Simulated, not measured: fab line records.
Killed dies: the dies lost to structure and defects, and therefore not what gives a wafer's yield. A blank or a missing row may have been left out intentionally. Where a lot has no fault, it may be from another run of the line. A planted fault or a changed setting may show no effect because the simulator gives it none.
A single fault, viewed from 2 desks :: flow sky130 :: every desk sees just its own numbers, and what lay behind them comes last

== THE METROLOGY DESK ==
What the gauges read, lot by lot, whatever tool the lot ran on: means of the sampled wafers that have a number. Any lot whose mean is over 4 standard deviations away from the usual mean is out of limits and marked OUT; that distance is given in the brackets.
Columns: A = LOCAL_INTERCONNECT_TIN_RS at SKY_LOCAL_INTERCONNECT_RS_MEAS_01, usual 14.17 ohm/sq; B = CONTACT_CVD_00_THK at SKY_CONTACT_THK_MEAS_01, usual 75.0 nm
lot: L661
first seen here: day 29 09:07
A: 14.15
B: 73.9

lot: L664
first seen here: day 30 20:37
A: 14.20
B: 74.5

lot: L667
first seen here: day 31 03:52
A: 14.15
B: 75.6

lot: L668
first seen here: day 31 22:16
A: 14.31
B: 74.7

lot: L670
first seen here: day 32 10:44
A: 14.04
B: 76.4

lot: L669
first seen here: day 32 12:14
A: 14.08
B: 75.7

lot: L671
first seen here: day 32 17:02
A: 14.19
B: 75.2

lot: L673
first seen here: day 33 13:47
A: 14.16
B: 74.7

lot: L679
first seen here: day 35 09:14
A: 14.25
B: 74.7

lot: L681
first seen here: day 35 19:37
A: 14.36
B: 75.2

lot: L683
first seen here: day 37 17:47
A: 14.17
B: 74.4

lot: L684
first seen here: day 37 18:55
A: 14.12
B: 74.9

lot: L682
first seen here: day 37 21:44
A: 14.12
B: 74.0
Finding of this desk: none of the 13 lots has anything out of limits.

== THE TOOL OWNER'S DESK: plasma_asher-03 ==
The tool's own readings at SKY_LOCAL_INTERCONNECT_STRIP_15 (strips in O2/N2): means of the sampled wafers that have a number, for each lot that ran on this tool. Any lot whose mean is over 4 standard deviations away from the usual mean is out of limits and marked OUT; that distance is given in the brackets.
Columns: A = chamber_pressure_mTorr at SKY_LOCAL_INTERCONNECT_STRIP_15, usual 1500.0 mTorr; B = drypump_motor_current_A at SKY_LOCAL_INTERCONNECT_STRIP_15, usual 6.1 A; C = n2_flow_sccm at SKY_LOCAL_INTERCONNECT_STRIP_15, usual 300.0 sccm; D = oes_product_au at SKY_LOCAL_INTERCONNECT_STRIP_15, usual 0.426 a.u.; E = strip_time_to_endpoint_s at SKY_LOCAL_INTERCONNECT_STRIP_15, usual 4.702 s
lot: L667
first seen here: day 32 07:49
A: 1500.0
B: 6.1
C: 299.9
D: 0.427
E: 4.702

lot: L670
first seen here: day 33 14:22
A: 1499.9
B: 5.8
C: 299.8
D: 0.428
E: 4.686

lot: L669
first seen here: day 33 15:52
A: 1200.5 (-99 or more) OUT
B: 6.2
C: 300.7
D: 0.420
E: 5.030 (+17) OUT

lot: L671
first seen here: day 33 20:15
A: 1200.1 (-99 or more) OUT
B: 6.6
C: 299.8
D: 0.424
E: 5.024 (+17) OUT

lot: L681
first seen here: day 36 21:29
A: 1500.3
B: 6.2
C: 299.2
D: 0.423
E: 4.717

lot: L683
first seen here: day 38 19:50
A: 1499.9
B: 5.4
C: 299.0
D: 0.425
E: 4.686
This desk's finding: out of limits on L669, L671; first on L669, day 33 15:52 (chamber_pressure_mTorr at SKY_LOCAL_INTERCONNECT_STRIP_15). In limits: L667, L670, L681, L683.

== TAKEN TOGETHER ==
An alarm could have come from the tool owner's desk at day 33 15:52, on L669, L671.
Nothing out of limits was seen by the metrology desk.
The metrology desk has L669, L671 on record, within its limits.
SKY_LOCAL_INTERCONNECT_STRIP_15 was run on plasma_asher-03 by each of the lots named.

== WHAT THE SIMULATOR HAD PUT IN ==
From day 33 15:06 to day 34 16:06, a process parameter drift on plasma_asher-03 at SKY_LOCAL_INTERCONNECT_STRIP_15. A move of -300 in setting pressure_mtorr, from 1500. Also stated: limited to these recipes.
Lots struck among those shown: L669, L671.
How many hours passed from the start of the fault until each desk's first out-of-limits reading: the tool owner's desk, 1.
